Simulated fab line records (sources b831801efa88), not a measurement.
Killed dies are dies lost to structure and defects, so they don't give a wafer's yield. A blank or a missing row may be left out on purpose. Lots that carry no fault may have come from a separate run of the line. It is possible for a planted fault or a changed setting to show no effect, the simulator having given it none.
Matching of chambers -- flow sky130 -- SKY_CAP2M_CVD_00 on pecvd-03: 3 sister chambers
The step deposits SiO2, target thk 15.5 nm. 6 wafers are shown with their chamber, then 8 later ones without.

## WAFERS WITH THEIR CHAMBER
wafer,chamber,heaterPowerW (W)
L077.6,1,899
L091.1,1,877
L091.6,0,917
L090.1,0,961
L090.6,2,797
L093.2,2,838

## WAFERS WITH NO CHAMBER GIVEN
wafer,heaterPowerW (W)
L093.3,769
L093.6,762
L094.2,891
L094.5,872
L094.6,877
L095.2,879
L095.4,779
L095.5,980

## WHICH CHAMBER EACH ONE RAN IN
wafer,from the rows above,in truth
L093.3,2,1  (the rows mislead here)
L093.6,2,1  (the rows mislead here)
L094.2,can't be placed: 1 or 0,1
L094.5,can't be placed: 1 or 2 or 0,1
L094.6,can't be placed: 1 or 2 or 0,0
L095.2,can't be placed: 1 or 0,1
L095.4,2,2
L095.5,can't be placed: 0 or 1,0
Correct placement for 1 of the 8. From these rows, 5 cannot be placed; in 5 the true chamber is one of the candidates. Placed wrongly: 2.
How it was worked out, from the rows above alone: a wafer's distance from a chamber is the root of the sum, over the readings, of the square of ((its reading less the chamber's mean) divided by the reading's scatter). If the next closest chamber is less than 2 further off than the closest, the wafer can't be placed; otherwise it belongs to the closest. Each chamber's mean is taken over the wafers shown for it. The scatter: the root of (the sum of the squares of (reading less its chamber's mean) over the shown wafers, divided by (wafers less chambers)).
